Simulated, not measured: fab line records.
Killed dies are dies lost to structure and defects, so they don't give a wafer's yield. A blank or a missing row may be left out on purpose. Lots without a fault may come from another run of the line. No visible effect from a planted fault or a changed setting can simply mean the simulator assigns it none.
Chamber matching ; flow sky130 ; SKY_FIELD_ISO_WET_ETCH_18 on wet-bench-03 has 3 sister chambers
The step etches Si3N4 in H3PO4, target depth 25 nm, time 286 s. 3 wafers are shown with their chamber, then 5 later ones without.

## WAFERS PAIRED WITH THEIR CHAMBERS
wafer;chamber;bath-guard-temp-C (C)
L355.6;0;159.7
L357.6;2;160.1
L359.1;1;160.4

## WAFERS MISSING THEIR CHAMBER
wafer;bath-guard-temp-C (C)
L359.2;160.6
L359.6;160.5
L361.2;160.2
L361.4;160.3
L361.5;159.8

## CHAMBER TAKEN BY EACH
wafer;from the rows above;in truth
L359.2;1;1
L359.6;1;1
L361.2;can't be placed: 2 or 1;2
L361.4;can't be placed: 1 or 2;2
L361.5;can't be placed: 0 or 2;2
Correct placement for 2 of the 5. Can't be placed from these rows: 3 (the true chamber is among the candidates in 3). 0 placed wrongly.
How it was worked out, from the rows above alone: a wafer's distance from a chamber is the root of the sum, over the readings, of the square of ((its reading less the chamber's mean) divided by the reading's scatter). The wafer belongs to the nearest chamber; if the next one is less than 2 further off, it can't be placed. The mean given for a chamber averages the wafers shown for that chamber. The scatter: root of mean squared gap, hidden wafer to nearest shown wafer, with one shown wafer a chamber.
